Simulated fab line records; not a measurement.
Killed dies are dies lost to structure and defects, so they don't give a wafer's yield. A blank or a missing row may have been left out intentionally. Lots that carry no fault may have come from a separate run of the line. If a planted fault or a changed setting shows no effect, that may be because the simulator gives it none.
Chamber matching -- flow sfq-line -- SFQ_TRILAYER_I4_VIA_BARC_OPEN_VIA_ETCH_146 on rie-diel-02: 4 sister chambers
The step etches BARC in O2, target depth 125 nm, time 41.7 s. 8 wafers are shown with their chamber, then 8 later ones without.

WAFERS, EACH WITH ITS CHAMBER
wafer,chamber,drypump-motor-current-A (A),oes-product-au (a.u.)
L812.4,0,5.6,0.684
L813.1,3,5.6,0.682
L817.1,1,5.6,0.683
L817.6,2,6.1,0.681
L818.1,1,5.6,0.690
L818.3,3,5.6,0.686
L818.4,2,6.0,0.693
L819.1,0,5.6,0.687

WAFERS WITH NO CHAMBER GIVEN
wafer,drypump-motor-current-A (A),oes-product-au (a.u.)
L819.3,5.6,0.684
L819.6,5.6,0.697
L821.3,5.6,0.690
L821.5,5.6,0.672
L821.6,5.6,0.692
L827.1,5.6,0.700
L827.3,5.6,0.702
L827.5,5.6,0.696

CHAMBER TAKEN BY EACH
wafer,from the rows above,in truth
L819.3,can't be placed: 3 or 0 or 1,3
L819.6,can't be placed: 1 or 0 or 3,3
L821.3,can't be placed: 1 or 0 or 3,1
L821.5,can't be placed: 3 or 0 or 1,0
L821.6,can't be placed: 1 or 0 or 3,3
L827.1,can't be placed: 1 or 0 or 3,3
L827.3,can't be placed: 1 or 0 or 3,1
L827.5,can't be placed: 1 or 0 or 3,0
Correct placement for 0 of the 8. Can't be placed from these rows: 8 (the true chamber is among the candidates in 8). Wrongly placed: 0.
How it was worked out, from the rows above alone: a wafer's distance from a chamber is the root of the sum, over the readings, of the square of ((its reading less the chamber's mean) divided by the reading's scatter). The wafer belongs to the nearest chamber; if the next one is less than 2 further off, it can't be placed. For every chamber, the mean is computed from those of its wafers that are shown. The scatter is the square root of a quotient: the sum, over the shown wafers, of each reading's squared deviation from its chamber's mean, divided by wafers minus chambers.
